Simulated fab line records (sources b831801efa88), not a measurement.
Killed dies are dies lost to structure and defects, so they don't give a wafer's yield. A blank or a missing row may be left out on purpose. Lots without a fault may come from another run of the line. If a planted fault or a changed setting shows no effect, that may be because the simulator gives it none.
fab line records -- flow sky130
record lots=12, wafers=36, last-day=50
route steps=708 shown VT_ADJUST_LVTN@117 VT_ADJUST_PCH@150 POLY_GATE@230 LDD_HVN@274 PAD_OPEN@708
lots that met no fault: from a run of the same line without faults
start-h: hours from the record's opening day to when the first of the lot's shown wafers began -- wait-h: how many hours have passed since the lot's step before this one -- " as in the row above -- L1.1+2: several wafers, shown together as one row -- - no value, or no start given -- * or withheld: withheld -- < > ~ a bound
route shown NAME@n: NAME is a module with steps in the file, n the number in the route of the first one -- usual: mean/standard deviation of fault-free wafers -- same: alike in all rows -- chamber/n: place in a boat -- sites: readings site by site -- _std_site: standard deviation of those values -- _edge_site: mean of outer sites minus mean of inner sites -- radius-mm: for every site, how far away it sits from the centre of the wafer -- mask NAME#n: copy n -- behind: the last tool/chamber to shape the wafer -- hold: why the lot went on hold/how many hours it stayed there/how the hold came to an end -- device: whichever transistor did not switch (one of n, p or np) -- end of line: the route-end tests of the same wafers -- where a step has no rows: the recipe by itself -- killed: dies lost to structure and defects at the first sort, not the wafer's yield -- map: the dies of a wafer, with x for killed, . for not killed, _ for no die there
set.NAME: the run value of the setting; set.NAME@STEP: its run value at that earlier step -- model.NAME: the simulator's own value behind a step, which no gauge read
one table for each step of the route and one row for each wafer, over a sample of lots
services: when a tool's chamber went out of use (start-h, in hours from the record's first day, below 0 if earlier), for how many hours, and the reason
## steps
# step SKY_VT_ADJUST_LVTN_STRIP_20
# recipe chemistry=O2/N2, power-w=1400, pressure-mtorr=1500, platen-temp-c=withheld, o2-flow-sccm=3000, n2-flow-sccm=300, overash-fraction=0.5
# usual drypump-motor-current-A=5.4/0.48, oes-product-au=0.716/0.0043, strip-time-to-endpoint-s=14.19/0.036
lot.wafer,tool,chamber,start-h,wait-h,drypump-motor-current-A,oes-product-au,rf-hours-counter-h,strip-time-to-endpoint-s
L149.1,plasma-asher-03,0,166.96,0.1,4.9,0.717,34,14.20
L149.3,plasma-asher-03,0,166.96,0.1,4.9,0.710,-,14.20
L149.6,plasma-asher-03,1,166.96,0.1,5.9,0.714,-,14.21
L151.1,plasma-asher-04,1,178.99,0.1,4.9,0.721,51,14.20
L151.3,plasma-asher-04,0,178.99,0.1,6.0,0.720,-,14.18
L151.4,plasma-asher-04,1,178.99,0.1,4.9,0.720,-,14.20
L154.3,plasma-asher-03,1,206.17,0.1,5.9,0.714,-,14.21
L154.4,plasma-asher-03,0,206.17,0.1,4.9,0.711,-,14.21
L154.6,plasma-asher-03,0,206.17,0.1,4.9,0.725,-,14.23
L153.2,plasma-asher-04,0,207.71,0.1,6.0,0.718,54,14.24
L153.3,plasma-asher-04,0,207.71,0.1,6.0,0.714,-,14.20
L153.5,plasma-asher-04,0,207.71,0.1,6.0,0.719,-,14.23
L155.1,plasma-asher-04,0,209.62,0.1,6.1,0.718,54,14.18
L155.4,plasma-asher-04,1,209.62,0.1,4.9,0.715,-,14.18
L155.5,plasma-asher-04,0,209.62,0.1,6.0,0.713,-,14.18
L163.2,plasma-asher-02,0,255.39,0.1,5.6,0.714,14,14.14
L163.3,plasma-asher-02,1,255.39,0.1,5.3,0.715,-,14.23
L163.5,plasma-asher-02,1,255.39,0.1,5.3,0.716,-,14.15
L166.1,plasma-asher-03,0,275.81,0.1,4.9,0.717,45,14.16
L166.2,plasma-asher-03,1,275.81,0.1,5.9,0.717,45,14.16
L166.4,plasma-asher-03,0,275.81,0.1,4.9,0.711,-,14.13
L167.3,plasma-asher-04,0,280.54,0.1,6.0,0.716,-,14.23
L167.5,plasma-asher-04,0,280.54,0.1,6.0,0.718,-,14.26
L167.6,plasma-asher-04,1,280.54,0.1,4.9,0.714,-,14.24
L168.1,plasma-asher-03,1,291.07,0.1,5.9,0.716,47,14.14
L168.2,plasma-asher-03,0,291.07,0.1,4.9,0.711,47,14.16
L168.6,plasma-asher-03,0,291.07,0.1,4.9,0.710,-,14.13
L169.1,plasma-asher-03,0,296.37,0.1,4.9,0.719,47,14.19
L169.5,plasma-asher-03,1,296.37,0.1,5.9,0.715,-,14.20
L169.6,plasma-asher-03,0,296.37,0.1,4.9,0.716,-,14.18
L171.1,plasma-asher-02,1,311.39,0.1,5.4,0.715,19,14.24
L171.3,plasma-asher-02,0,311.39,0.1,5.6,0.708,-,14.19
L171.4,plasma-asher-02,1,311.39,0.1,5.4,0.718,-,14.21
L172.1,plasma-asher-03,0,321.36,0.1,4.9,0.716,50,14.13
L172.3,plasma-asher-03,1,321.36,0.1,5.9,0.715,-,14.14
L172.5,plasma-asher-03,1,321.36,0.1,5.9,0.707,-,14.14
# step SKY_VT_ADJUST_PCH_OVL_MEAS_07
# usual VT_ADJUST_PCH_OVL=-0.3/1.2
lot.wafer,tool,chamber,start-h,wait-h,VT_ADJUST_PCH_OVL[nm]
L149.1,overlay-02,-,232.11,-,-2.9
L149.3,overlay-02,-,232.11,-,-1.5
L149.6,overlay-02,-,232.11,-,-0.4
L151.1,overlay-02,-,244.71,-,0.8
L151.3,overlay-02,-,244.71,-,0.8
L151.4,overlay-02,-,244.71,-,1.3
L154.3,overlay-01,-,274.43,-,1.5
L154.4,overlay-01,-,274.43,-,0.3
L154.6,overlay-01,-,274.43,-,-0.3
L153.2,overlay-02,-,276.31,-,-0.6
L153.3,overlay-02,-,276.31,-,1.2
L153.5,overlay-02,-,276.31,-,-1.4
L155.1,overlay-02,-,278.86,-,-0.1
L155.4,overlay-02,-,278.86,-,0.6
L155.5,overlay-02,-,278.86,-,0.3
L163.2,overlay-02,-,331.41,-,-1.4
L163.3,overlay-02,-,331.41,-,-0.9
L163.5,overlay-02,-,331.41,-,0.2
L166.1,overlay-02,-,353.02,-,0.0
L166.2,overlay-02,-,353.02,-,0.5
L166.4,overlay-02,-,353.02,-,-0.3
L167.3,overlay-01,-,359.03,-,-0.7
L167.5,overlay-01,-,359.03,-,-0.7
L167.6,overlay-01,-,359.03,-,-0.4
L168.1,overlay-01,-,370.76,-,0.6
L168.2,overlay-01,-,370.76,-,0.5
L168.6,overlay-01,-,370.76,-,1.1
L169.1,overlay-01,-,377.17,-,-0.3
L169.5,overlay-01,-,377.17,-,0.5
L169.6,overlay-01,-,377.17,-,-0.2
L171.1,overlay-01,-,393.71,-,1.7
L171.3,overlay-01,-,393.71,-,-0.6
L171.4,overlay-01,-,393.71,-,1.2
L172.1,overlay-01,-,405.36,-,-0.1
L172.3,overlay-01,-,405.36,-,-1.0
L172.5,overlay-01,-,405.36,-,1.3
# step SKY_POLY_GATE_ETCH_16
# recipe stop-on=poly-Si, chemistry=CH3F/O2, target=Si3N4, source-w=400, bias-w=80, pressure-mtorr=25, ch3f-flow-sccm=40, O2_flow_sccm=30, time-s=147.5, target-depth-a=750
# usual drypump-motor-current-A=5.7/0.56, oes-product-au=0.640/0.005, throttle-valve-pct=10.534/0.0088
lot.wafer,tool,chamber,start-h,wait-h,drypump-motor-current-A,oes-product-au,rf-hours-counter-h,throttle-valve-pct
L149.1,rie-diel-04,1,375.83,0.0,5.9,0.643,7,10.530
L149.3,rie-diel-04,2,375.83,0.0,5.1,0.634,35,10.540
L149.6,rie-diel-04,3,375.83,0.0,6.6,0.643,-,10.529
L151.1,rie-diel-02,0,386.72,0.0,5.8,0.642,94,10.532
L151.3,rie-diel-02,1,386.72,0.0,5.9,0.641,24,10.530
L151.4,rie-diel-02,2,386.72,0.0,5.2,0.640,110,10.526
L153.2,rie-diel-02,3,430.71,0.0,5.7,0.638,11,10.548
L153.3,rie-diel-02,0,430.71,0.0,5.8,0.642,94,10.523
L153.5,rie-diel-02,3,430.71,0.0,5.6,0.636,-,10.522
L154.3,rie-diel-03,0,430.92,0.0,5.8,0.643,12,10.534
L154.4,rie-diel-03,3,430.92,0.0,4.7,0.640,5,10.526
L154.6,rie-diel-03,2,430.92,0.0,6.5,0.634,-,10.537
L155.1,rie-diel-02,2,431.36,0.0,5.2,0.646,1,10.535
L155.4,rie-diel-02,1,431.36,0.0,6.0,0.640,24,10.531
L155.5,rie-diel-02,0,431.36,0.0,5.8,0.638,-,10.533
L163.2,rie-diel-04,2,493.37,0.0,5.1,0.630,37,10.554
L163.3,rie-diel-04,1,493.37,0.0,5.9,0.635,9,10.532
L163.5,rie-diel-04,3,493.37,0.0,6.6,0.641,-,10.539
L166.1,rie-diel-04,2,517.09,0.0,5.1,0.645,37,10.540
L166.2,rie-diel-04,0,517.09,0.0,5.5,0.647,82,10.539
L166.4,rie-diel-04,3,517.09,0.0,6.6,0.641,10,10.532
L167.3,rie-diel-02,1,521.31,0.0,6.0,0.637,26,10.542
L167.5,rie-diel-02,3,521.31,0.0,5.6,0.647,-,10.539
L167.6,rie-diel-02,0,521.31,0.0,5.8,0.645,-,10.541
L169.1,rie-diel-04,3,547.79,0.0,6.5,0.637,10,10.526
L169.5,rie-diel-04,2,547.79,0.0,5.1,0.642,-,10.538
L169.6,rie-diel-04,3,547.79,0.0,6.6,0.633,-,10.546
L168.1,rie-diel-03,3,548.11,0.0,4.7,0.635,7,10.526
L168.2,rie-diel-03,0,548.11,0.0,5.8,0.644,14,10.555
L168.6,rie-diel-03,3,548.11,0.0,4.7,0.641,-,10.522
L171.1,rie-diel-03,2,557.99,0.0,6.6,0.650,6,10.554
L171.3,rie-diel-03,0,557.99,0.0,5.8,0.638,14,10.529
L171.4,rie-diel-03,1,557.99,0.0,5.4,0.643,33,10.544
L172.1,rie-diel-03,3,568.62,0.0,4.7,0.646,7,10.535
L172.3,rie-diel-03,2,568.62,0.0,6.5,0.650,6,10.533
L172.5,rie-diel-03,3,568.62,0.0,4.8,0.643,-,10.526
# step SKY_POLY_GATE_STRIP_18
# recipe chemistry=O2/N2, power-w=1400, pressure-mtorr=1500, platen-temp-c=withheld, o2-flow-sccm=3000, n2-flow-sccm=300, overash-fraction=0.5
# usual drypump-motor-current-A=5.7/0.52, oes-product-au=0.361/0.0047, strip-time-to-endpoint-s=3.160/0.027
lot.wafer,tool,chamber,start-h,wait-h,drypump-motor-current-A,oes-product-au,rf-hours-counter-h,strip-time-to-endpoint-s
L149.1,plasma-asher-01,0,375.98,0.0,6.5,0.358,66,3.143
L149.3,plasma-asher-01,0,375.98,0.0,6.5,0.347,-,3.141
L149.6,plasma-asher-01,0,375.98,0.0,6.5,0.359,-,3.174
L151.1,plasma-asher-01,0,386.88,0.0,6.5,0.363,67,3.205
L151.3,plasma-asher-01,0,386.88,0.0,6.5,0.372,-,3.236
L151.4,plasma-asher-01,1,386.88,0.0,6.1,0.364,-,3.226
L153.2,plasma-asher-01,1,430.87,0.0,6.1,0.354,0,3.122
L153.3,plasma-asher-01,0,430.87,0.0,6.5,0.345,-,2.679
L153.5,plasma-asher-01,1,430.87,0.0,6.1,0.356,-,3.142
L154.3,plasma-asher-01,1,431.11,0.1,6.1,0.360,-,3.172
L154.4,plasma-asher-01,0,431.11,0.1,6.5,0.363,-,3.168
L154.6,plasma-asher-01,0,431.11,0.1,6.5,0.361,-,3.158
L155.1,plasma-asher-01,0,431.52,0.0,6.5,0.363,0,3.202
L155.4,plasma-asher-01,0,431.52,0.0,6.5,0.362,-,3.191
L155.5,plasma-asher-01,1,431.52,0.0,6.1,0.341,-,2.693
L163.2,plasma-asher-01,1,493.53,0.0,6.0,0.369,6,3.143
L163.3,plasma-asher-01,1,493.53,0.0,6.1,0.363,-,3.146
L163.5,plasma-asher-01,0,493.53,0.0,6.5,0.360,-,3.150
L166.1,plasma-asher-02,1,517.24,0.0,5.4,0.366,40,3.166
L166.2,plasma-asher-02,0,517.24,0.0,5.6,0.372,40,3.186
L166.4,plasma-asher-02,0,517.24,0.0,5.6,0.358,-,3.168
L167.3,plasma-asher-03,0,521.50,0.1,4.9,0.362,-,3.150
L167.5,plasma-asher-03,0,521.50,0.1,4.9,0.362,-,3.119
L167.6,plasma-asher-03,1,521.50,0.1,5.9,0.362,-,3.164
L169.1,plasma-asher-01,0,547.94,0.0,6.5,0.355,12,3.152
L169.5,plasma-asher-01,1,547.94,0.0,6.1,0.366,-,3.149
L169.6,plasma-asher-01,0,547.94,0.0,6.5,0.352,-,3.148
L168.1,plasma-asher-02,1,548.27,0.0,5.3,0.354,43,3.186
L168.2,plasma-asher-02,0,548.27,0.0,5.7,0.355,43,3.164
L168.6,plasma-asher-02,1,548.27,0.0,5.3,0.362,-,3.170
L171.1,plasma-asher-02,0,558.14,0.0,5.6,0.360,44,3.098
L171.3,plasma-asher-02,1,558.14,0.0,5.4,0.358,-,3.132
L171.4,plasma-asher-02,0,558.14,0.0,5.7,0.357,-,3.118
L172.1,plasma-asher-03,0,568.78,0.0,4.9,0.361,73,3.181
L172.3,plasma-asher-03,1,568.78,0.0,5.9,0.357,-,3.143
L172.5,plasma-asher-03,0,568.78,0.0,4.9,0.360,-,3.150
# step SKY_LDD_HVN_OVL_MEAS_07
# usual LDD_HVN_OVL=0.3/1.3
lot.wafer,tool,chamber,start-h,wait-h,LDD_HVN_OVL[nm]
L149.1,overlay-02,-,470.75,0.1,1.5
L149.3,overlay-02,-,470.75,0.1,0.8
L149.6,overlay-02,-,470.75,0.1,0.2
L151.1,overlay-01,-,482.91,0.1,-0.5
L151.3,overlay-01,-,482.91,0.1,0.2
L151.4,overlay-01,-,482.91,0.1,0.4
L153.2,overlay-02,-,525.28,0.1,-1.5
L153.3,overlay-02,-,525.28,0.1,-0.9
L153.5,overlay-02,-,525.28,0.1,-2.3
L154.3,overlay-01,-,525.91,0.1,0.3
L154.4,overlay-01,-,525.91,0.1,0.4
L154.6,overlay-01,-,525.91,0.1,0.4
L155.1,overlay-02,-,526.97,0.1,-0.1
L155.4,overlay-02,-,526.97,0.1,0.6
L155.5,overlay-02,-,526.97,0.1,-0.6
L163.2,overlay-01,-,586.71,0.1,0.8
L163.3,overlay-01,-,586.71,0.1,-0.7
L163.5,overlay-01,-,586.71,0.1,-1.7
L166.1,overlay-01,-,609.02,0.1,0.9
L166.2,overlay-01,-,609.02,0.1,1.1
L166.4,overlay-01,-,609.02,0.1,1.9
L167.3,overlay-01,-,613.42,0.1,1.3
L167.5,overlay-01,-,613.42,0.1,0.3
L167.6,overlay-01,-,613.42,0.1,1.1
L169.1,overlay-01,-,639.98,0.1,1.0
L169.5,overlay-01,-,639.98,0.1,1.0
L169.6,overlay-01,-,639.98,0.1,1.6
L168.1,overlay-01,-,640.26,0.1,2.2
L168.2,overlay-01,-,640.26,0.1,2.3
L168.6,overlay-01,-,640.26,0.1,1.9
L171.1,overlay-01,-,646.67,0.1,-0.7
L171.3,overlay-01,-,646.67,0.1,-0.7
L171.4,overlay-01,-,646.67,0.1,-0.4
L172.1,overlay-01,-,657.77,0.1,-0.2
L172.3,overlay-01,-,657.77,0.1,1.1
L172.5,overlay-01,-,657.77,0.1,0.6
# step SKY_PAD_OPEN_PROBE_99
# usual killed_at_M0_to_M3=44/6.8, killed_at_M4_up=3.1/1.9, killed-at-contacts=25/5.9, killed-at-front-end=15/4.3, killed-at-other=0.2/0.51, killed-dies=87/11, killed-open=47/7.9, killed-short=39/6.4
# same gross-dies=492, killed-at-back-side=0
lot.wafer,tool,chamber,start-h,wait-h,killed_at_M0_to_M3,killed_at_M4_up,killed-at-contacts,killed-at-front-end,killed-at-other,killed-dies,killed-open,killed-short
L155.4,prober-02,-,1122.09,0.2,42,8,31,20,0,101,51,50
# killed by level:class
L155.4 METAL1:geometric-particle:short=10 LI_CONTACT:geometric-particle:open=10 CONTACT:geometric-particle:open=9 POLY_GATE:geometric-particle:open=6 VIA3:geometric-particle:open=6 LI_CONTACT:geometric-particle:short=5 VIA1:geometric-particle:short=5 METAL4:geometric-particle:short=5
## services
tool,chamber,start-h,hours,kind
rie-diel-04,1,155.01,10.2,repair
rie-diel-04,-,165.03,28.1,pm
rie-diel-02,2,188.45,4.5,repair
plasma-asher-04,-,200.80,1.1,repair
rie-diel-03,1,211.42,2.8,repair
rie-diel-02,-,211.76,14.6,pm
rie-diel-04,0,212.17,2.7,repair
plasma-asher-02,-,217.26,1.2,repair
plasma-asher-01,-,226.88,4.0,pm
rie-diel-04,1,228.50,4.5,repair
rie-diel-02,1,239.09,9.5,repair
rie-diel-03,-,244.21,0.1,repair
rie-diel-03,-,253.68,1.1,repair
rie-diel-03,3,307.11,1.9,repair
rie-diel-02,2,314.07,8.8,repair
plasma-asher-04,-,314.73,1.1,repair
plasma-asher-01,-,330.50,3.5,repair
rie-diel-03,1,335.91,5.0,repair
plasma-asher-03,-,337.37,36.5,pm
plasma-asher-03,-,376.81,0.8,repair
plasma-asher-03,-,404.21,0.4,repair
plasma-asher-01,-,421.25,9.0,pm
plasma-asher-02,-,425.99,15.6,repair
plasma-asher-01,-,462.33,2.8,pm
## key
first-sign step=SKY_POLY_GATE_STRIP_18, reading=strip-time-to-endpoint-s, direction=down, sigmas=17, usual=*, struck=*
effect step=SKY_POLY_GATE_STRIP_18, reading=oes-product-au, direction=down, sigmas=3.8, usual=0.361, struck=0.343
met-at SKY_POLY_GATE_ETCH_16
struck-lots L153,L155
struck-wafers L153.3,L155.5
tester-left-out L153,L155
not-acting-at SKY_VT_ADJUST_LVTN_STRIP_20,SKY_VT_ADJUST_PCH_OVL_MEAS_07,SKY_LDD_HVN_OVL_MEAS_07
onset-between 386.72 430.71
fault kind=process-parameter-drift, tool=rie-diel-02, chamber=0, onset-h=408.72, steps=SKY_POLY_GATE_ETCH_16, channel=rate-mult, offset=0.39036, shape=step, end-h=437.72
# tester-left-out: of these lots the tester's yield and bins aren't shown, on N5 and GAA mostly nor the transistor test; their killed dies are dies lost to structure and defects alone, not to doping, threshold or leakage, so they don't give the yield
